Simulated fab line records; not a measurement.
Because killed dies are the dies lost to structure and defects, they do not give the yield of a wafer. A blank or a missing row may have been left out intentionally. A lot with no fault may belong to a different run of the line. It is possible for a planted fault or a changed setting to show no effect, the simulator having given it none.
fab line records | flow gf180mcu
record: lots: 5 wafers: 15 last_day: 33
route steps=602 shown HV_LDD@234 NSD@235 PSD@248
lots with no fault: from the same line, run without faults
start_h: the number of hours between the record's first day and the start of the first shown wafer of the lot | wait_h: time in hours since the lot's previous step | " repeats the value in the row above | L1.1+2: a single row standing in for several wafers | - no value, or no start was given | * or withheld: withheld | < > ~ a bound
route shown NAME@n: names a module that has steps shown in the file, with the first one's number in the route | usual: the fault-free wafers' mean and standard deviation | same: alike in all rows | chamber/n: place in a boat | sites: the reading at each site | _std_site: their standard deviation | _edge_site: outer sites' mean less inner sites' | radius_mm: for every site, how far away it sits from the centre of the wafer | mask NAME#n: copy n | behind: the most recent tool/chamber to have shaped the wafer | hold: why the lot went on hold/how many hours it stayed there/how the hold came to an end | device: the transistor (n, p or np) that didn't switch | end of line: the route-end tests of the same wafers | a step without rows: its recipe alone | killed: dies lost to structure and defects at the first sort, not the wafer's yield | map: a wafer's dies, x killed, . not, _ none there
set.NAME: the setting the step ran with; set.NAME@STEP: the setting that earlier step ran with | model.NAME: the simulator's own value behind a step, which no gauge read
lots at selected steps of the route; one table per step, one row per wafer
services: the hour from which a tool's chamber was out of use, counted from the record's first day as start_h (under 0 if before that day), plus the number of hours and why
== steps ==
step: GF_HV_LDD_ETCHBACK_58
recipe: chemistry: CH3F/O2 target: Si3N4 stop_on: SiO2 source_w: 400 bias_w: 80 pressure_mtorr: 25 ch3f_flow_sccm: 40 O2_flow_sccm: 30 time_s: 100 target_depth_a: 900
usual: bias_w: 79.96/0.24 drypump_motor_current_A: 5.5/0.42 oes_product_au: 0.843/0.0061 throttle_valve_pct: 10.561/0.0091
columns lot.wafer tool chamber start_h wait_h bias_w drypump_motor_current_A oes_product_au rf_hours_counter_h throttle_valve_pct
L689.1 rie_diel-01 3 283.35 0.1 79.82 6.1 0.836 66 10.552
L689.4 " 0 " " 79.93 5.0 0.848 12 10.570
L689.5 " 0 " " 80.15 5.0 0.843 - 10.560
L695.4 rie_diel-04 2 336.52 0.0 79.75 5.2 0.838 3 10.556
L695.5 " 2 " " 79.99 5.2 0.853 - 10.572
L695.6 " 1 " " 79.51 6.2 0.844 - 10.560
L702.2 rie_diel-01 0 391.40 0.0 80.05 5.0 0.846 14 10.554
L702.5 " 3 " " 80.11 6.1 0.847 - 10.555
L702.6 " 2 " " 80.25 5.1 0.843 - 10.558
L704.1 rie_diel-01 1 402.50 0.1 79.69 5.7 0.847 9 10.563
L704.2 " 2 " " 80.10 5.1 0.848 4 10.565
L704.5 " 0 " " 79.98 5.0 0.845 - 10.561
L705.1 rie_diel-04 1 411.30 0.1 79.97 6.2 0.835 14 10.550
L705.3 " 0 " " 80.21 5.4 0.845 20 10.566
L705.5 " 1 " " 80.11 6.2 0.858 - 10.552
step: GF_NSD_DEHYDRATE_00
recipe: temp_c: 200 time_s: 60
step: GF_NSD_HMDS_01
recipe: prime_time_s: 60 prime_temp_c: 120
step: GF_NSD_COAT_02
recipe: resist: NOVOLAK spin_rpm: 3000 resist_thk_nm: 1000
step: GF_NSD_SOFTBAKE_03
recipe: temp_c: 90 time_s: 60 resist: NOVOLAK
step: GF_NSD_EXPOSE_04
recipe: mask_id: Nplus target_cd_nm: 400 na: 0.6 source_shape: conventional sigma_outer: 0.6 dose_mj: 140
step: GF_NSD_PEB_05
recipe: temp_c: withheld time_s: * resist: NOVOLAK
step: GF_NSD_DEVELOP_06
recipe: develop_time_s: 60 dev_temp_c: 23
step: GF_NSD_CD_MEAS_07
recipe: target_cd_nm: 400
usual: cd_nm: 400.2/2.2
columns lot.wafer tool chamber start_h wait_h cd_nm
L689.1 cd_sem-02 - 302.98 0.1 403.7
L689.4 " - " " 402.7
L689.5 " - " " 402.6
L695.4 cd_sem-02 - 357.79 0.1 403.1
L695.5 " - " " 403.1
L695.6 " - " " 403.4
L702.2 cd_sem-02 - 415.00 0.1 395.4
L702.5 " - " " 399.3
L702.6 " - " " 397.4
L704.1 cd_sem-02 - 425.67 0.1 395.9
L704.2 " - " " 396.5
L704.5 " - " " 398.1
L705.1 cd_sem-01 - 435.28 0.1 402.5
L705.3 " - " " 400.4
L705.5 " - " " 400.7
step: GF_NSD_OVL_MEAS_08
usual: NSD_OVL: -1.0/1.6
columns lot.wafer tool chamber start_h wait_h NSD_OVL[nm]
L689.1 overlay-01 - 303.10 0.1 4.5
L689.4 " - " " 2.8
L689.5 " - " " 4.7
L695.4 overlay-02 - 357.87 0.1 -3.9
L695.5 " - " " -1.4
L695.6 " - " " -2.9
L702.2 overlay-02 - 415.10 0.1 -0.8
L702.5 " - " " -1.0
L702.6 " - " " -2.5
L704.1 overlay-02 - 425.79 0.1 -2.4
L704.2 " - " " -1.8
L704.5 " - " " -1.7
L705.1 overlay-02 - 435.40 0.1 -0.9
L705.3 " - " " -1.6
L705.5 " - " " -1.5
step: GF_NSD_IMPLANT_09
recipe: species: As energy_kev: 60 dose_cm2: 4e+15 tilt_deg: 7
step: GF_NSD_IMPLANT_10
recipe: species: P energy_kev: 40 dose_cm2: 5e+14 tilt_deg: 7
step: GF_NSD_STRIP_11
recipe: chemistry: O2/N2 power_w: 1400 pressure_mtorr: 1500 platen_temp_c: 250 o2_flow_sccm: 3000 n2_flow_sccm: 300 overash_fraction: 0.5
usual: chamber_pressure_mTorr: 1500.1/1.4 drypump_motor_current_A: 5.8/0.48 heater_power_w: 334/27 oes_product_au: 0.487/0.0044 strip_time_to_endpoint_s: 22.97/0.039
columns lot.wafer tool chamber start_h wait_h chamber_pressure_mTorr drypump_motor_current_A heater_power_w oes_product_au rf_hours_counter_h strip_time_to_endpoint_s model.NOVOLAK_of_NSD_COAT_02.thk_nm
L689.1 plasma_asher-03 1 303.43 0.1 1502.0 5.4 361 0.479 68 22.96 0
L689.4 " 1 " " 1498.6 5.3 356 0.486 - 23.00 0
L689.5 " 1 " " 1502.6 5.3 374 0.485 - 22.94 0
L695.4 plasma_asher-01 1 358.22 0.1 1503.9 6.0 350 0.482 - 22.98 0
L695.5 " 1 " " 1500.7 6.0 345 0.485 - 22.95 0
L695.6 " 0 " " 1499.9 5.9 302 0.487 - 22.97 0
L702.2 plasma_asher-03 0 415.43 0.1 - - - - - - 1000
L702.5 " 0 " " - - - - - - 997.8
L702.6 " 1 " " - - - - - - 1001
L704.1 plasma_asher-03 0 426.12 0.1 1502.6 6.5 296 0.484 81 22.96 0
L704.2 " 1 " " 1500.9 5.4 366 0.484 81 23.00 0
L704.5 " 0 " " 1499.0 6.5 310 0.493 - 22.97 0
L705.1 plasma_asher-03 0 435.74 0.1 1501.0 6.6 313 0.481 82 22.93 0
L705.3 " 1 " " 1500.5 5.3 362 0.478 - 22.98 0
L705.5 " 0 " " 1498.8 6.6 306 0.490 - 22.96 0
step: GF_NSD_TW_MEAS_12
usual: NSD_TW: 4219/42
columns lot.wafer tool chamber start_h wait_h NSD_TW
L689.1 film_metro-03 - 303.53 0.1 4188
L689.4 " - " " 4228
L689.5 " - " " 4195
L695.4 film_metro-01 - 358.32 0.1 4201
L695.5 " - " " 4234
L695.6 " - " " 4211
L702.2 film_metro-03 - 415.54 0.1 4162
L702.5 " - " " 4165
L702.6 " - " " 4151
L704.1 film_metro-03 - 426.22 0.1 4169
L704.2 " - " " 4181
L704.5 " - " " 4182
L705.1 film_metro-01 - 435.84 0.1 4264
L705.3 " - " " 4256
L705.5 " - " " 4267
step: GF_PSD_DEHYDRATE_00
recipe: temp_c: 200 time_s: 60
step: GF_PSD_HMDS_01
recipe: prime_time_s: 60 prime_temp_c: 120
step: GF_PSD_COAT_02
recipe: resist: NOVOLAK spin_rpm: 3000 resist_thk_nm: 1000
step: GF_PSD_SOFTBAKE_03
recipe: temp_c: 90 time_s: 60 resist: NOVOLAK
step: GF_PSD_EXPOSE_04
recipe: mask_id: Pplus target_cd_nm: 400 na: 0.6 source_shape: conventional sigma_outer: 0.6 dose_mj: 140
step: GF_PSD_PEB_05
recipe: temp_c: withheld time_s: * resist: NOVOLAK
step: GF_PSD_DEVELOP_06
recipe: develop_time_s: 60 dev_temp_c: 23
step: GF_PSD_CD_MEAS_07
recipe: target_cd_nm: 400
usual: cd_nm: 399.2/1.9
columns lot.wafer tool chamber start_h wait_h cd_nm
L689.1 cd_sem-02 - 323.59 0.1 398.0
L689.4 " - " " 399.8
L689.5 " - " " 398.6
L695.4 cd_sem-02 - 380.09 0.1 398.0
L695.5 " - " " 398.8
L695.6 " - " " 401.0
L702.2 cd_sem-02 - 439.30 0.1 395.6
L702.5 " - " " 397.0
L702.6 " - " " 398.2
L704.1 cd_sem-02 - 450.28 0.1 398.0
L704.2 " - " " 396.4
L704.5 " - " " 396.7
L705.1 cd_sem-01 - 460.62 0.1 400.8
L705.3 " - " " 400.2
L705.5 " - " " 400.7
step: GF_PSD_OVL_MEAS_08
usual: PSD_OVL: -0.1/1.7
columns lot.wafer tool chamber start_h wait_h PSD_OVL[nm]
L689.1 overlay-02 - 323.71 0.1 0.2
L689.4 " - " " -0.3
L689.5 " - " " -0.4
L695.4 overlay-02 - 380.17 0.1 -1.0
L695.5 " - " " -0.6
L695.6 " - " " -1.8
L702.2 overlay-02 - 439.41 0.1 -1.6
L702.5 " - " " -1.2
L702.6 " - " " -1.0
L704.1 overlay-02 - 450.40 0.1 -3.2
L704.2 " - " " -2.9
L704.5 " - " " -2.3
L705.1 overlay-02 - 460.74 0.1 1.2
L705.3 " - " " -0.6
L705.5 " - " " 1.9
step: GF_PSD_IMPLANT_09
recipe: species: BF2 energy_kev: 40 dose_cm2: 1.5e+15 tilt_deg: 7
step: GF_PSD_STRIP_10
recipe: chemistry: O2/N2 power_w: 1400 pressure_mtorr: 1500 platen_temp_c: 250 o2_flow_sccm: 3000 n2_flow_sccm: 300 overash_fraction: 0.5
usual: chamber_pressure_mTorr: 1500.2/1.3 drypump_motor_current_A: 5.7/0.31 heater_power_w: 332/25 oes_product_au: 0.591/0.005 strip_time_to_endpoint_s: 16.52/0.038
columns lot.wafer tool chamber start_h wait_h chamber_pressure_mTorr drypump_motor_current_A heater_power_w oes_product_au rf_hours_counter_h strip_time_to_endpoint_s
L689.1 plasma_asher-02 1 323.89 0.1 1501.3 5.2 314 0.592 51 16.53
L689.4 " 1 " " 1499.2 5.2 305 0.588 - 16.55
L689.5 " 1 " " 1503.0 5.2 310 0.591 - 16.52
L695.4 plasma_asher-04 1 380.37 0.1 1500.1 5.3 369 0.593 - 16.48
L695.5 " 0 " " 1498.5 5.3 349 0.585 - 16.47
L695.6 " 1 " " 1499.9 5.3 364 0.593 - 16.52
L702.2 plasma_asher-01 1 439.59 0.1 1498.9 6.1 347 0.651 33 31.49
L702.5 " 0 " " 1499.7 5.8 306 0.653 - 31.42
L702.6 " 1 " " 1500.1 6.0 349 0.650 - 31.48
L704.1 plasma_asher-01 1 450.59 0.1 1500.9 6.0 347 0.596 34 16.51
L704.2 " 0 " " 1502.9 5.8 309 0.586 34 16.49
L704.5 " 0 " " 1498.9 5.8 301 0.594 - 16.47
L705.1 plasma_asher-01 1 460.92 0.1 1502.0 6.0 350 0.590 35 16.53
L705.3 " 1 " " 1499.3 6.0 343 0.592 - 16.56
L705.5 " 1 " " 1500.7 6.0 352 0.591 - 16.57
step: GF_PSD_TW_MEAS_11
usual: PSD_TW: 3153/30
columns lot.wafer tool chamber start_h wait_h PSD_TW
L689.1 film_metro-01 - 323.99 0.1 3150
L689.4 " - " " 3152
L689.5 " - " " 3161
L695.4 film_metro-03 - 380.47 0.1 3136
L695.5 " - " " 3136
L695.6 " - " " 3134
L702.2 film_metro-04 - 439.70 0.1 30
L702.5 " - " " 30
L702.6 " - " " 30
L704.1 film_metro-03 - 450.69 0.1 3099
L704.2 " - " " 3125
L704.5 " - " " 3124
L705.1 film_metro-01 - 461.02 0.1 3171
L705.3 " - " " 3179
L705.5 " - " " 3172
step: GF_PSD_CLEAN_12
recipe: chemistry: SC1/SC2 mix: 1:4:20 temp_c: 70 time_s: 150 dry: n2_spin
== services ==
columns tool chamber start_h hours kind
rie_diel-04 3 264.68 - clean
rie_diel-04 3 264.68 14.4 scheduled_down
rie_diel-04 3 264.68 14.4 vent_cycle
plasma_asher-01 - 279.73 0.6 repair
rie_diel-04 - 321.44 4.3 pm
plasma_asher-02 - 332.62 8.7 repair
plasma_asher-01 - 340.70 3.0 repair
rie_diel-04 0 372.35 3.7 repair
rie_diel-04 2 397.29 21.5 repair
plasma_asher-04 - 421.25 9.0 pm
plasma_asher-04 0 421.25 9.0 vent_cycle
plasma_asher-04 1 421.25 9.0 vent_cycle
plasma_asher-04 0 430.25 - clean
plasma_asher-04 1 430.25 - clean
plasma_asher-01 - 435.01 2.7 repair
rie_diel-01 3 452.78 9.0 repair
rie_diel-01 - 453.34 0.2 repair
== key ==
first_sign: step: GF_NSD_STRIP_11 reading: tool_record direction: missing
effect: step: GF_PSD_STRIP_10 reading: strip_time_to_endpoint_s direction: up sigmas: 99+ usual: * struck: *
effect: step: GF_PSD_TW_MEAS_11 reading: PSD_TW direction: down sigmas: 99+ usual: 3153 struck: 30
model_effect: step: GF_NSD_STRIP_11 value: NOVOLAK_of_NSD_COAT_02.thk_nm without: 0 struck: 999.7
met_at GF_NSD_STRIP_11
struck_wafers L702.2,L702.5,L702.6
sort_left_out L702.2,L702.5,L702.6
tester_left_out L702
onset_between 358.22 415.43
fault: kind: skipped_step_whole tool: plasma_asher-01,plasma_asher-03 chamber: - onset_h: 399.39 steps: GF_NSD_STRIP_11 scope: struck_lots_only
tester_left_out: of these lots the tester's yield and bins aren't shown, on N5 and GAA mostly nor the transistor test; their killed dies are dies lost to structure and defects alone, not to doping, threshold or leakage, so they don't give the yield
sort_left_out: the simulated sort isn't trusted on such a fault, so these wafers' sort isn't shown, and their yield isn't known
